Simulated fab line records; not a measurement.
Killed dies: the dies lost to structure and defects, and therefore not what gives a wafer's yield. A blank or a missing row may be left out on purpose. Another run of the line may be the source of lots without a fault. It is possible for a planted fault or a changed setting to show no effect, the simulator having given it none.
What tool caused it? :: flow gf180mcu :: Sampling: 12 lots, 36 wafers, 6 of 602 route steps

## WHAT THE GAUGES SHOWED, per wafer
GF_MVSD_TW_MEAS_11. Usual: MVSD_TW 1587, standard deviation 17.
lot: L610
measured: day 4 16:58
on: film-metro-03
MVSD_TW: 1563 1576 1568
flag: 

lot: L611
measured: day 4 20:53
on: film-metro-01
MVSD_TW: 1602 1594 1616
flag: 

lot: L612
measured: day 5 04:51
on: film-metro-02
MVSD_TW: 1564 1564 1567
flag: 

lot: L616
measured: day 6 00:54
on: film-metro-01
MVSD_TW: 1600 1597 1602
flag: 

lot: L618
measured: day 6 16:43
on: film-metro-01
MVSD_TW: 1971 1963 1970
flag: OFF

lot: L621
measured: day 7 07:12
on: film-metro-02
MVSD_TW: 1913 1913 1911
flag: OFF

lot: L625
measured: day 8 12:28
on: film-metro-02
MVSD_TW: 1573 1559 1562
flag: 

lot: L626
measured: day 8 22:24
on: film-metro-01
MVSD_TW: 1601 1602 1602
flag: 

lot: L627
measured: day 9 00:58
on: film-metro-02
MVSD_TW: 1572 1571 1586
flag: 

lot: L628
measured: day 9 06:46
on: film-metro-01
MVSD_TW: 1610 1604 1605
flag: 

lot: L630
measured: day 9 18:59
on: film-metro-02
MVSD_TW: 1574 1588 1579
flag: 

lot: L631
measured: day 9 20:17
on: film-metro-02
MVSD_TW: 1566 1571 1571
flag: 

GF_VT_IMPLANT_RS_MEAS_46: measurement is done with a four-point probe. Usual: MVSD_RS 451.9 ohm/sq, standard deviation 1.
lot: L610
measured: day 7 19:30
on: film-metro-01
MVSD_RS (ohm/sq): 452.2 452.3 454.4
flag: 

lot: L611
measured: day 7 20:34
on: film-metro-02
MVSD_RS (ohm/sq): 452.5 451.0 451.9
flag: 

lot: L612
measured: day 8 09:59
on: film-metro-01
MVSD_RS (ohm/sq): 452.4 452.0 451.1
flag: 

lot: L616
measured: day 9 08:33
on: film-metro-01
MVSD_RS (ohm/sq): 451.0 451.0 450.6
flag: 

lot: L618
measured: day 10 04:47
on: film-metro-01
MVSD_RS (ohm/sq): 332.9 333.0 332.9
flag: OFF

lot: L621
measured: day 10 20:11
on: film-metro-02
MVSD_RS (ohm/sq): 333.8 334.0 333.7
flag: OFF

lot: L625
measured: day 12 07:17
on: film-metro-02
MVSD_RS (ohm/sq): 452.2 452.4 452.7
flag: 

lot: L626
measured: day 12 18:39
on: film-metro-03
MVSD_RS (ohm/sq): 451.1 450.1 450.0
flag: 

lot: L627
measured: day 12 21:17
on: film-metro-01
MVSD_RS (ohm/sq): 452.3 452.0 452.3
flag: 

lot: L628
measured: day 13 03:43
on: film-metro-01
MVSD_RS (ohm/sq): 453.3 452.8 452.6
flag: 

lot: L630
measured: day 13 19:31
on: film-metro-01
MVSD_RS (ohm/sq): 450.0 450.9 450.6
flag: 

lot: L631
measured: day 13 21:12
on: film-metro-02
MVSD_RS (ohm/sq): 454.1 452.4 452.9
flag: 

GF_CONTACT_THK_MEAS_26: measures by xrf. Usual: CONTACT_W_THK 312 nm, standard deviation 4.3.
lot: L610
measured: day 16 08:43
on: film-metro-03
CONTACT_W_THK (nm): 313 313 315
flag: 

lot: L611
measured: day 16 10:22
on: film-metro-02
CONTACT_W_THK (nm): 304 308 305
flag: 

lot: L612
measured: day 17 04:41
on: film-metro-03
CONTACT_W_THK (nm): 314 312 311
flag: 

lot: L616
measured: day 18 14:41
on: film-metro-01
CONTACT_W_THK (nm): 317 317 316
flag: 

lot: L618
measured: day 19 16:41
on: film-metro-03
CONTACT_W_THK (nm): 316 320 316
flag: 

lot: L621
measured: day 20 10:29
on: film-metro-01
CONTACT_W_THK (nm): 308 317 311
flag: 

lot: L625
measured: day 22 17:43
on: film-metro-03
CONTACT_W_THK (nm): 313 313 314
flag: 

lot: L626
measured: day 22 17:02
on: film-metro-01
CONTACT_W_THK (nm): 314 305 309
flag: 

lot: L627
measured: day 22 23:00
on: film-metro-03
CONTACT_W_THK (nm): 315 308 316
flag: 

lot: L628
measured: day 23 07:59
on: film-metro-03
CONTACT_W_THK (nm): 316 319 314
flag: 

lot: L630
measured: day 24 00:41
on: film-metro-03
CONTACT_W_THK (nm): 313 316 313
flag: 

lot: L631
measured: day 24 03:17
on: film-metro-01
CONTACT_W_THK (nm): 320 315 315
flag: 

## WHAT TOOL EACH LOT RAN ON (gives the tool, then ch and the chambers of the sampled wafers, and finally the start)
lot: L610
GF_MVSD_IMPLANT_08: implanter-02 ch 0, day 4 16:35
GF_SAB_STRIP_13: plasma-asher-03 ch 0, day 15 08:31
GF_SALICIDE_RTA_08: rtp-anneal-01 ch 0, day 15 09:08

lot: L611
GF_MVSD_IMPLANT_08: implanter-04 ch 0, day 4 20:29
GF_SAB_STRIP_13: plasma-asher-04 ch 0,1, day 15 10:53
GF_SALICIDE_RTA_08: rtp-anneal-01 ch 0, day 15 11:32

lot: L612
GF_MVSD_IMPLANT_08: implanter-03 ch 0, day 5 04:27
GF_SAB_STRIP_13: plasma-asher-04 ch 0,1, day 16 03:05
GF_SALICIDE_RTA_08: rtp-anneal-01 ch 0, day 16 03:41

lot: L616
GF_MVSD_IMPLANT_08: implanter-04 ch 0, day 6 00:30
GF_SAB_STRIP_13: plasma-asher-03 ch 0,1, day 17 13:09
GF_SALICIDE_RTA_08: rtp-anneal-02 ch 0, day 17 13:48

lot: L618
GF_MVSD_IMPLANT_08: implanter-02 ch 0, day 6 16:01
GF_SAB_STRIP_13: plasma-asher-03 ch 0,1, day 18 14:35
GF_SALICIDE_RTA_08: rtp-anneal-01 ch 0, day 18 15:13

lot: L621
GF_MVSD_IMPLANT_08: implanter-03 ch 0, day 7 06:25
GF_SAB_STRIP_13: plasma-asher-04 ch 0,1, day 19 08:37
GF_SALICIDE_RTA_08: rtp-anneal-02 ch 0, day 19 09:16

lot: L625
GF_MVSD_IMPLANT_08: implanter-03 ch 0, day 8 12:05
GF_SAB_STRIP_13: plasma-asher-04 ch 0, day 21 08:38
GF_SALICIDE_RTA_08: rtp-anneal-02 ch 0, day 21 09:25

lot: L626
GF_MVSD_IMPLANT_08: implanter-04 ch 0, day 8 22:00
GF_SAB_STRIP_13: plasma-asher-03 ch 0,1, day 21 15:16
GF_SALICIDE_RTA_08: rtp-anneal-02 ch 0, day 21 15:52

lot: L627
GF_MVSD_IMPLANT_08: implanter-04 ch 0, day 9 00:36
GF_SAB_STRIP_13: plasma-asher-04 ch 0,1, day 21 21:19
GF_SALICIDE_RTA_08: rtp-anneal-02 ch 0, day 21 21:58

lot: L628
GF_MVSD_IMPLANT_08: implanter-04 ch 0, day 9 06:23
GF_SAB_STRIP_13: plasma-asher-04 ch 0,1, day 22 06:48
GF_SALICIDE_RTA_08: rtp-anneal-02 ch 0, day 22 07:26

lot: L630
GF_MVSD_IMPLANT_08: implanter-03 ch 0, day 9 18:35
GF_SAB_STRIP_13: plasma-asher-04 ch 0,1, day 22 23:31
GF_SALICIDE_RTA_08: rtp-anneal-02 ch 0, day 23 00:08

lot: L631
GF_MVSD_IMPLANT_08: implanter-03 ch 0, day 9 19:53
GF_SAB_STRIP_13: plasma-asher-02 ch 0,1, day 23 02:27
GF_SALICIDE_RTA_08: rtp-anneal-01 ch 0, day 23 03:22
- GF_MVSD_IMPLANT_08
- GF_SAB_STRIP_13: strips in O2/N2.
- GF_SALICIDE_RTA_08: time 30 s.

## WHAT THE TOOLS THEMSELVES READ (means of the sampled wafers that have a number; where no wafer has one, the mark that the record gives instead)
GF_MVSD_IMPLANT_08. Usual: beam-on-s 10.00 s, standard deviation 0.22; tilt-deg -0.002 degrees, standard deviation 0.02.
lot: L610
tool: implanter-02
beam-on-s (s): 10.04
tilt-deg (degrees): -0.001
flag: 

lot: L611
tool: implanter-04
beam-on-s (s): 10.08
tilt-deg (degrees): 0.000
flag: 

lot: L612
tool: implanter-03
beam-on-s (s): 9.98
tilt-deg (degrees): -0.024
flag: 

lot: L616
tool: implanter-04
beam-on-s (s): 9.93
tilt-deg (degrees): -0.006
flag: 

lot: L618
tool: implanter-02
beam-on-s (s): 9.91
tilt-deg (degrees): -0.005
flag: 

lot: L621
tool: implanter-03
beam-on-s (s): 10.04
tilt-deg (degrees): 0.011
flag: 

lot: L625
tool: implanter-03
beam-on-s (s): 10.09
tilt-deg (degrees): -0.016
flag: 

lot: L626
tool: implanter-04
beam-on-s (s): 10.02
tilt-deg (degrees): 0.027
flag: 

lot: L627
tool: implanter-04
beam-on-s (s): 10.07
tilt-deg (degrees): -0.016
flag: 

lot: L628
tool: implanter-04
beam-on-s (s): 10.10
tilt-deg (degrees): -0.045
flag: 

lot: L630
tool: implanter-03
beam-on-s (s): 9.99
tilt-deg (degrees): -0.000
flag: 

lot: L631
tool: implanter-03
beam-on-s (s): 9.76
tilt-deg (degrees): 0.009
flag: 

GF_SAB_STRIP_13. Usual: drypump-motor-current-A 5.50 A, standard deviation 0.27; heater-power-w 337 W, standard deviation 18; oes-product-au 0.710 a.u., standard deviation 0.0049; strip-time-to-endpoint-s 12.45 s, standard deviation 0.031.
lot: L610
tool: plasma-asher-03
drypump-motor-current-A (A): 5.52
heater-power-w (W): 324
oes-product-au (a.u.): 0.707
strip-time-to-endpoint-s (s): 12.39
flag: 

lot: L611
tool: plasma-asher-04
drypump-motor-current-A (A): 5.40
heater-power-w (W): 320
oes-product-au (a.u.): 0.711
strip-time-to-endpoint-s (s): 12.42
flag: 

lot: L612
tool: plasma-asher-04
drypump-motor-current-A (A): 5.42
heater-power-w (W): 335
oes-product-au (a.u.): 0.704
strip-time-to-endpoint-s (s): 12.47
flag: 

lot: L616
tool: plasma-asher-03
drypump-motor-current-A (A): 5.77
heater-power-w (W): 364
oes-product-au (a.u.): 0.707
strip-time-to-endpoint-s (s): 12.42
flag: 

lot: L618
tool: plasma-asher-03
drypump-motor-current-A (A): 5.77
heater-power-w (W): 356
oes-product-au (a.u.): 0.712
strip-time-to-endpoint-s (s): 12.47
flag: 

lot: L621
tool: plasma-asher-04
drypump-motor-current-A (A): 5.41
heater-power-w (W): 324
oes-product-au (a.u.): 0.716
strip-time-to-endpoint-s (s): 12.45
flag: 

lot: L625
tool: plasma-asher-04
drypump-motor-current-A (A): 5.40
heater-power-w (W): 321
oes-product-au (a.u.): 0.715
strip-time-to-endpoint-s (s): 12.42
flag: 

lot: L626
tool: plasma-asher-03
drypump-motor-current-A (A): 5.62
heater-power-w (W): 341
oes-product-au (a.u.): 0.710
strip-time-to-endpoint-s (s): 12.50
flag: 

lot: L627
tool: plasma-asher-04
drypump-motor-current-A (A): 5.43
heater-power-w (W): 331
oes-product-au (a.u.): 0.707
strip-time-to-endpoint-s (s): 12.46
flag: 

lot: L628
tool: plasma-asher-04
drypump-motor-current-A (A): 5.40
heater-power-w (W): 322
oes-product-au (a.u.): 0.704
strip-time-to-endpoint-s (s): 12.43
flag: 

lot: L630
tool: plasma-asher-04
drypump-motor-current-A (A): 5.40
heater-power-w (W): 322
oes-product-au (a.u.): 0.709
strip-time-to-endpoint-s (s): 12.45
flag: 

lot: L631
tool: plasma-asher-02
drypump-motor-current-A (A): 5.63
heater-power-w (W): 349
oes-product-au (a.u.): 0.714
strip-time-to-endpoint-s (s): 12.43
flag: 

GF_SALICIDE_RTA_08. Usual: lamp-power-pct 17.99 %, standard deviation 0.27; wafer_temp_C_max 803.5, standard deviation 0.88.
lot: L610
tool: rtp-anneal-01
lamp-power-pct (%): 18.29
wafer_temp_C_max: 802.5
flag: 

lot: L611
tool: rtp-anneal-01
lamp-power-pct (%): 18.30
wafer_temp_C_max: 803.0
flag: 

lot: L612
tool: rtp-anneal-01
lamp-power-pct (%): 18.31
wafer_temp_C_max: 802.4
flag: 

lot: L616
tool: rtp-anneal-02
lamp-power-pct (%): 17.75
wafer_temp_C_max: 804.8
flag: 

lot: L618
tool: rtp-anneal-01
lamp-power-pct (%): 18.30
wafer_temp_C_max: 802.6
flag: 

lot: L621
tool: rtp-anneal-02
lamp-power-pct (%): 17.73
wafer_temp_C_max: 804.0
flag: 

lot: L625
tool: rtp-anneal-02
lamp-power-pct (%): 17.76
wafer_temp_C_max: 804.2
flag: 

lot: L626
tool: rtp-anneal-02
lamp-power-pct (%): 17.75
wafer_temp_C_max: 803.4
flag: 

lot: L627
tool: rtp-anneal-02
lamp-power-pct (%): 17.75
wafer_temp_C_max: 804.3
flag: 

lot: L628
tool: rtp-anneal-02
lamp-power-pct (%): 17.75
wafer_temp_C_max: 804.3
flag: 

lot: L630
tool: rtp-anneal-02
lamp-power-pct (%): 17.73
wafer_temp_C_max: 803.7
flag: 

lot: L631
tool: rtp-anneal-01
lamp-power-pct (%): 18.29
wafer_temp_C_max: 802.6
flag: 

## THE ANSWER, worked out from the rows above alone
Rule: take the mean of a lot's wafers that have a number; if it is more than 3 standard deviations from the usual mean, the lot is off. A lot without any number at a reading at which 4 lots or more have one is off too. All remaining lots with rows at the step are treated as sound. After the gauges, taken in route order, come the tools' own readings; for these a lot's mean is taken, as printed above. The first step at which some lot is off is used, and at that step the reading that is off furthest; a lot without a number counts as furthest.
Off: L618, L621, at GF_MVSD_TW_MEAS_11 (MVSD_TW).
A tool fits if, at a process step before that reading, it ran every lot that is off, and no sound lot after the first of them. The gauges at GF_MVSD_TW_MEAS_11 are tried like those tools. Of those tried, none fits.

## WHAT THE SIMULATOR HAD PUT IN
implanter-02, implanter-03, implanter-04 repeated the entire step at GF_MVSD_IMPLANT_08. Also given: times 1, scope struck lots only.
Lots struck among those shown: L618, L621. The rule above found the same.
